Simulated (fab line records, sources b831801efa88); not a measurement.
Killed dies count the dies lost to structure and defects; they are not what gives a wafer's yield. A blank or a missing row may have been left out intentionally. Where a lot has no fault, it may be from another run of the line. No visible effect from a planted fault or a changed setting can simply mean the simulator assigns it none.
Lot-split experiment / flow sky130 / on a route of 708 steps: 5 lots, 23 wafers read

## SPLIT DETAILS
At SKY_CAPM_METAL_ETCH_13 (etches TiN in Cl2/BCl3, stops on SiO2, target depth 220 nm, time 62.9 s), the setting icp w was moved away from the recipe's 900 W on 9 of the 23 wafers read, by -7.6% to +10.2%. The other wafers ran this setting at the recipe's value.

The split's own step is where the reading is taken.

## THE READING
NOVOLAK_of_CAPM_COAT_07.thk nm (the simulator's own value, which no gauge read), in nm, at SKY_CAPM_METAL_ETCH_13 (etches TiN in Cl2/BCl3, stops on SiO2, target depth 220 nm, time 62.9 s). There is no usual value for it anywhere in the file. Across the 14 wafers here that went through the recipe, the average is 998.9 nm and the standard deviation 2.6 nm.

wafer=L074.2; tool, chamber at the split=rie metal-01, 0; icp w as run, W=900; against the recipe=recipe; NOVOLAK_of_CAPM_COAT_07.thk nm, nm=1000; against lot-mates on the recipe=-
wafer=L074.3; tool, chamber at the split=rie metal-01, 0; icp w as run, W=900; against the recipe=recipe; NOVOLAK_of_CAPM_COAT_07.thk nm, nm=1003; against lot-mates on the recipe=-
wafer=L074.4; tool, chamber at the split=rie metal-01, 1; icp w as run, W=900; against the recipe=recipe; NOVOLAK_of_CAPM_COAT_07.thk nm, nm=1002; against lot-mates on the recipe=-
wafer=L075.1; tool, chamber at the split=rie metal-04, 0; icp w as run, W=992.1; against the recipe=+10.2%; NOVOLAK_of_CAPM_COAT_07.thk nm, nm=985.7; against lot-mates on the recipe=-11.0
wafer=L075.2; tool, chamber at the split=rie metal-04, 1; icp w as run, W=900; against the recipe=recipe; NOVOLAK_of_CAPM_COAT_07.thk nm, nm=998; against lot-mates on the recipe=-
wafer=L075.3; tool, chamber at the split=rie metal-04, 0; icp w as run, W=992.1; against the recipe=+10.2%; NOVOLAK_of_CAPM_COAT_07.thk nm, nm=980.8; against lot-mates on the recipe=-16.0
wafer=L075.5; tool, chamber at the split=rie metal-04, 1; icp w as run, W=900; against the recipe=recipe; NOVOLAK_of_CAPM_COAT_07.thk nm, nm=995.5; against lot-mates on the recipe=-
wafer=L075.6; tool, chamber at the split=rie metal-04, 0; icp w as run, W=992.1; against the recipe=+10.2%; NOVOLAK_of_CAPM_COAT_07.thk nm, nm=985.2; against lot-mates on the recipe=-11.5
wafer=L080.1; tool, chamber at the split=rie metal-04, 0; icp w as run, W=851.9; against the recipe=-5.3%; NOVOLAK_of_CAPM_COAT_07.thk nm, nm=1003; against lot-mates on the recipe=+5.2
wafer=L080.2; tool, chamber at the split=rie metal-04, 1; icp w as run, W=900; against the recipe=recipe; NOVOLAK_of_CAPM_COAT_07.thk nm, nm=997.3; against lot-mates on the recipe=-
wafer=L080.3; tool, chamber at the split=rie metal-04, 1; icp w as run, W=851.9; against the recipe=-5.3%; NOVOLAK_of_CAPM_COAT_07.thk nm, nm=1003; against lot-mates on the recipe=+5.2
wafer=L080.4; tool, chamber at the split=rie metal-04, 0; icp w as run, W=851.9; against the recipe=-5.3%; NOVOLAK_of_CAPM_COAT_07.thk nm, nm=1004; against lot-mates on the recipe=+6.2
wafer=L080.5; tool, chamber at the split=rie metal-04, 1; icp w as run, W=900; against the recipe=recipe; NOVOLAK_of_CAPM_COAT_07.thk nm, nm=998.3; against lot-mates on the recipe=-
wafer=L083.1; tool, chamber at the split=rie metal-01, 0; icp w as run, W=831.5; against the recipe=-7.6%; NOVOLAK_of_CAPM_COAT_07.thk nm, nm=1005; against lot-mates on the recipe=+8.1
wafer=L083.2; tool, chamber at the split=rie metal-01, 1; icp w as run, W=831.5; against the recipe=-7.6%; NOVOLAK_of_CAPM_COAT_07.thk nm, nm=1007; against lot-mates on the recipe=+10.1
wafer=L083.3; tool, chamber at the split=rie metal-01, 1; icp w as run, W=831.5; against the recipe=-7.6%; NOVOLAK_of_CAPM_COAT_07.thk nm, nm=1005; against lot-mates on the recipe=+8.1
wafer=L083.5; tool, chamber at the split=rie metal-01, 0; icp w as run, W=900; against the recipe=recipe; NOVOLAK_of_CAPM_COAT_07.thk nm, nm=994.8; against lot-mates on the recipe=-
wafer=L083.6; tool, chamber at the split=rie metal-01, 1; icp w as run, W=900; against the recipe=recipe; NOVOLAK_of_CAPM_COAT_07.thk nm, nm=999; against lot-mates on the recipe=-
wafer=L085.1; tool, chamber at the split=rie metal-01, 1; icp w as run, W=900; against the recipe=recipe; NOVOLAK_of_CAPM_COAT_07.thk nm, nm=1000; against lot-mates on the recipe=-
wafer=L085.2; tool, chamber at the split=rie metal-01, 0; icp w as run, W=900; against the recipe=recipe; NOVOLAK_of_CAPM_COAT_07.thk nm, nm=996.9; against lot-mates on the recipe=-
wafer=L085.3; tool, chamber at the split=rie metal-01, 0; icp w as run, W=900; against the recipe=recipe; NOVOLAK_of_CAPM_COAT_07.thk nm, nm=1002; against lot-mates on the recipe=-
wafer=L085.4; tool, chamber at the split=rie metal-01, 1; icp w as run, W=900; against the recipe=recipe; NOVOLAK_of_CAPM_COAT_07.thk nm, nm=1002; against lot-mates on the recipe=-
wafer=L085.6; tool, chamber at the split=rie metal-01, 1; icp w as run, W=900; against the recipe=recipe; NOVOLAK_of_CAPM_COAT_07.thk nm, nm=995.6; against lot-mates on the recipe=-

FIT RESULTS
A straight line over all 23 wafers: NOVOLAK_of_CAPM_COAT_07.thk nm changes by -1.21 nm for each +1% of icp w; r = -0.92; the points scatter about the line by 2.6 nm.
The same after taking each lot's own level away (the mean of its wafers on the recipe; 23 wafers): -1.19 nm for each +1%; r = -0.96; scatter 1.9 nm.
On that fit, the largest move of icp w shifts the reading by 12 nm.
Measured against the standard deviation above, the lots' own levels, which go from 996.75 to 1001.67 nm, span 1.9 times it.
The two slopes agree, so the slope changes little with the lot-to-lot level.
Check: for one of the wafers moved furthest among these (+10.2%), held out of the fit, the line's prediction against its lot-mates is -12.9 nm. Against them it came out at -11 nm.

## OTHER SPLITS ON THESE WAFERS
Before the reading, these wafers also passed through other splits. Each is held against what the fit with the lots' levels taken away leaves over:
other split on the same wafers=SKY_VIA2_ETCH_14 time s; wafers away from the commonest value=7; r with NOVOLAK_of_CAPM_COAT_07.thk nm (lot level and that fit taken away)=+0.05
other split on the same wafers=SKY_VIA2_SPUTTER_20 chamber pressure pa; wafers away from the commonest value=10; r with NOVOLAK_of_CAPM_COAT_07.thk nm (lot level and that fit taken away)=-0.08
other split on the same wafers=SKY_METAL3_SPUTTER_01 time s; wafers away from the commonest value=5; r with NOVOLAK_of_CAPM_COAT_07.thk nm (lot level and that fit taken away)=+0.14
other split on the same wafers=SKY_CAPM_EXPOSE_09 dose mj; wafers away from the commonest value=7; r with NOVOLAK_of_CAPM_COAT_07.thk nm (lot level and that fit taken away)=+0.34

## THE WHOLE CHAIN: every reading that the file lists as answering this split, in the file's order
step=SKY_CAPM_METAL_ETCH_13; what it does=etches TiN in Cl2/BCl3, stops on SiO2, target depth 220 nm, time 62.9 s; reading=NOVOLAK_of_CAPM_COAT_07.thk nm (the simulator's own value, which no gauge read); change (the file's fit)=-1.19 nm for each +1% of the setting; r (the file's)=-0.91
step=SKY_CAPM_STRIP_14; what it does=strips in O2/N2; reading=strip time to endpoint s; change (the file's fit)=withheld for each +1% of the setting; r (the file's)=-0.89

## THE FILE'S OWN FIT
NOVOLAK_of_CAPM_COAT_07.thk nm changes by -1.19 nm for each +1% of icp w, r = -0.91.
